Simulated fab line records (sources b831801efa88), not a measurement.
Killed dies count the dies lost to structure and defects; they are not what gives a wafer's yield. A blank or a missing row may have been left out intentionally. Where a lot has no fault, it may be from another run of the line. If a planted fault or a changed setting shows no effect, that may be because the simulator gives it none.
Which tool was responsible? | flow sky130 | 12 lots, 36 wafers sampled, at 3 steps of a route of 708

== WHAT THE GAUGES READ, wafer by wafer ==
SKY_VIA2_THK_MEAS_23: measures by xrf.
lot  | measured     | on            | VIA2_W_THK (nm)
L075 | day 37 12:06 | film_metro-01 | 403 397 404
L077 | day 37 23:49 | film_metro-01 | 399 393 402
L079 | day 38 05:46 | film_metro-03 | 378 385 378
L081 | day 38 20:50 | film_metro-04 | 388 397 399
L083 | day 39 12:50 | film_metro-03 | 387 393 393
L085 | day 39 22:58 | film_metro-04 | 405 399 404
L088 | day 40 18:29 | film_metro-04 | 389 400 392
L089 | day 41 02:52 | film_metro-04 | 396 395 400
L090 | day 41 13:34 | film_metro-01 | 405 405 406
L093 | day 42 05:40 | film_metro-03 | 392 394 394
L095 | day 42 22:55 | film_metro-04 | 400 396 396
L097 | day 43 05:18 | film_metro-04 | 399 398 395

== WHAT TOOL EACH LOT RAN ON (gives the tool, then ch and the chambers of the sampled wafers, and finally the start) ==
lot  | SKY_METAL1_SPUTTER_03        | SKY_VIA2_STRIP_16
L075 | pvd_sputter-01, day 32 17:56 | plasma_asher-01 ch 0,1, day 37 11:11
L077 | pvd_sputter-03, day 33 08:20 | plasma_asher-03 ch 0,1, day 37 22:53
L079 | pvd_sputter-03, day 33 14:53 | plasma_asher-03 ch 0,1, day 38 04:50
L081 | pvd_sputter-01, day 34 06:01 | plasma_asher-02 ch 0,1, day 38 19:56
L083 | pvd_sputter-03, day 35 00:02 | plasma_asher-02 ch 0,1, day 39 11:56
L085 | pvd_sputter-03, day 35 10:33 | plasma_asher-01 ch 0,1, day 39 22:03
L088 | pvd_sputter-04, day 36 06:40 | plasma_asher-02 ch 0,1, day 40 17:35
L089 | pvd_sputter-04, day 36 15:08 | plasma_asher-02 ch 0,1, day 41 01:55
L090 | pvd_sputter-03, day 37 04:31 | plasma_asher-02 ch 0, day 41 12:39
L093 | pvd_sputter-04, day 37 22:38 | plasma_asher-03 ch 0,1, day 42 04:42
L095 | pvd_sputter-01, day 38 16:35 | plasma_asher-03 ch 0,1, day 42 22:00
L097 | pvd_sputter-01, day 38 22:32 | plasma_asher-02 ch 0,1, day 43 04:24
- SKY_METAL1_SPUTTER_03: material Ti, target thk 5 nm, time 3.3 s.
- SKY_VIA2_STRIP_16: strips in O2/N2.

== THE ANSWER, worked out from the rows above alone ==
Rule: what is usual is taken from the lots themselves. Put in order of their means at a reading, lots are off if they are a third of the lots or fewer, leave a main group of 4 or more, and stand apart from it by a gap of 3 or more times the standard deviation of the main group's means; of several such gaps the widest counts. Not used: any main group whose means are identical at the precision the tables above print for the reading. Also off: a lot with no number at a reading for which 4 or more lots have one. The other lots that the step has rows for count as sound.
Across all readings shown, no lot is off: no conclusion can be drawn from this.

== WHAT WAS PUT IN BY THE SIMULATOR ==
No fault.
